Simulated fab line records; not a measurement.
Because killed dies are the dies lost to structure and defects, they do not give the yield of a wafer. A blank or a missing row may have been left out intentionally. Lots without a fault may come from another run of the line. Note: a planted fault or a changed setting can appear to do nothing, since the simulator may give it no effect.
The tool behind it: which one? | flow gf180mcu | Sampling: 13 lots, 38 wafers, 5 of 602 route steps

== WHAT THE GAUGES SHOWED, per wafer ==
GF_M2_CD_MEAS_14 targets a cd of 280 nm. Usual: 280.4 nm for cd nm, sd 0.94.
lot  | measured     | on        | cd nm (nm)        | flag
L718 | day 19 05:48 | cd sem-01 | 281.3 281.3 280.7 |
L719 | day 19 11:59 | cd sem-02 | 279.9 279.8 279.2 |
L720 | day 20 05:54 | cd sem-02 | 280.2 279.5 280.3 |
L721 | day 20 13:47 | cd sem-02 | 281.0 281.6 282.2 |
L723 | day 21 01:20 | cd sem-01 | 279.3 279.5 279.9 |
L722 | day 21 05:40 | cd sem-01 | 280.2 279.6 280.6 |
L724 | day 21 12:55 | cd sem-02 | 280.7 281.9 282.1 |
L725 | day 21 22:54 | cd sem-01 | 280.3 281.7 281.4 |
L729 | day 23 09:59 | cd sem-01 | 279.6 281.3       |
L734 | day 25 00:10 | cd sem-02 | 279.9 280.0 279.6 |
L736 | day 25 14:17 | cd sem-01 | 281.2 281.4 282.2 |
L739 | day 26 12:58 | cd sem-01 | 280.1 280.1 281.0 |
L740 | day 26 17:45 | cd sem-01 | 281.3 282.5 280.6 |

GF_M2_OVL_MEAS_15. Usual: M2_OVL gives 6 nm (standard deviation 4.7).
lot  | measured     | on         | M2_OVL (nm) | flag
L718 | day 19 05:54 | overlay-01 | 3 7 4       |
L719 | day 19 12:07 | overlay-02 | 10 3 8      |
L720 | day 20 05:59 | overlay-02 | 12 7 6      |
L721 | day 20 13:55 | overlay-01 | 20 9 8      |
L723 | day 21 01:27 | overlay-02 | 12 16 10    |
L722 | day 21 05:46 | overlay-02 | 5 13 5      |
L724 | day 21 13:01 | overlay-02 | -3 0 -1     |
L725 | day 21 23:00 | overlay-02 | 7 -1 0      |
L729 | day 23 10:07 | overlay-01 | -2 6        |
L734 | day 25 00:16 | overlay-01 | 6 -3 11     |
L736 | day 25 14:24 | overlay-01 | 2 9 17      |
L739 | day 26 13:04 | overlay-02 | 10 12 9     |
L740 | day 26 17:50 | overlay-02 | 6 -1 4      |

GF_V2_THK_MEAS_01. Usual: V2_CVD_00_THK gives 600 nm (standard deviation 6.9).
lot  | measured     | on            | V2_CVD_00_THK (nm) | flag
L718 | day 19 06:40 | film metro-02 | 594 598 595        |
L719 | day 19 12:55 | film metro-02 | 598 601 603        |
L720 | day 20 06:44 | film metro-04 | 596 602 600        |
L721 | day 20 14:41 | film metro-01 | 594 596 609        |
L723 | day 21 02:39 | film metro-02 | 584 600 596        |
L722 | day 21 06:46 | film metro-02 | 599 600 607        |
L724 | day 21 13:48 | film metro-04 | 609 600 586        |
L725 | day 21 23:48 | film metro-01 | 596 591 596        |
L729 | day 23 10:53 | film metro-04 | 571 586 571 587    | OFF
L734 | day 25 01:14 | film metro-02 | 615 591 603        |
L736 | day 25 15:09 | film metro-02 | 604 616 619        |
L739 | day 26 13:49 | film metro-02 | 609 597 602        |
L740 | day 26 18:37 | film metro-04 | 601 607 604        |

GF_V2_THK_MEAS_03. Usual: V2_CVD_02_THK gives 847 nm (standard deviation 12).
lot  | measured     | on            | V2_CVD_02_THK (nm) | flag
L718 | day 19 06:47 | film metro-04 | 837 850 851        |
L719 | day 19 13:03 | film metro-01 | 846 859 869        |
L720 | day 20 06:52 | film metro-02 | 830 856 841        |
L721 | day 20 14:49 | film metro-02 | 852 829 841        |
L723 | day 21 02:47 | film metro-02 | 851 861 835        |
L722 | day 21 06:53 | film metro-04 | 834 864 860        |
L724 | day 21 13:56 | film metro-01 | 852 866 859        |
L725 | day 21 23:56 | film metro-04 | 838 838 845        |
L729 | day 23 12:55 | film metro-01 | 820 837            |
L734 | day 25 01:22 | film metro-04 | 830 833 840        |
L736 | day 25 15:17 | film metro-02 | 837 835 857        |
L739 | day 26 13:57 | film metro-04 | 849 855 859        |
L740 | day 26 18:44 | film metro-04 | 848 858 866        |

== EACH LOT AND THE TOOL THAT RAN IT (in order: tool; ch and the chambers of the sampled wafers; start) ==
lot  | GF_V2_CVD_00
L718 | hdpcvd-02 ch 1,2, day 19 06:35
L719 | hdpcvd-02 ch 0,1, day 19 12:47
L720 | hdpcvd-02 ch 0,1,2, day 20 06:41
L721 | hdpcvd-02 ch 1,2, day 20 14:37
L723 | hdpcvd-02 ch 0,1,2, day 21 02:35
L722 | hdpcvd-02 ch 0,1, day 21 06:39
L724 | hdpcvd-02 ch 1,2, day 21 13:43
L725 | hdpcvd-01 ch 1,2, day 21 23:41
L729 | hdpcvd-02 ch 0,2, day 23 10:49
L734 | hdpcvd-01 ch 0,1,2, day 25 01:10
L736 | hdpcvd-01 ch 0,1,2, day 25 15:05
L739 | hdpcvd-01 ch 0,1,2, day 26 13:44
L740 | hdpcvd-01 ch 1,2, day 26 18:31
- GF_V2_CVD_00: deposits SiO2, target thk 600 nm, time 100 s.

== WHAT THE TOOLS THEMSELVES READ (means of the sampled wafers that have a number; where no wafer has one, the mark that the record gives instead) ==
The record holds no such reading with a usual standard deviation.

== THE ANSWER, worked out from the rows above alone ==
Rule: a lot is off if the mean of its wafers that have a number lies more than 3 standard deviations from the usual mean. Also off: a lot with no number at a reading for which 4 or more lots have one. All remaining lots with rows at the step are treated as sound. Order of review: gauges by route order, followed by the tools' own readings, for which a lot's mean as printed above is used. At the first step where some lot is off, the reading lying furthest off is the one used; lots without a number count as furthest.
Off: at GF_V2_THK_MEAS_01 (V2_CVD_00_THK), L729.
A tool fits if, at a process step before that reading, it ran every lot that is off, and no sound lot after the first of them. The gauges at GF_V2_THK_MEAS_01 are tried like those tools. One fits: GF_V2_CVD_00 on hdpcvd-02. Its last sound lot is L724 (day 21 13:43), its first lot that is off L729 (day 23 10:49): a fault that began between those two fits.

== WHAT THE SIMULATOR PUT IN ==
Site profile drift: hdpcvd-02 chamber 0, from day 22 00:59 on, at GF_V2_CVD_00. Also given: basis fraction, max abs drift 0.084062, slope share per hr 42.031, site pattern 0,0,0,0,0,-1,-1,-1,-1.
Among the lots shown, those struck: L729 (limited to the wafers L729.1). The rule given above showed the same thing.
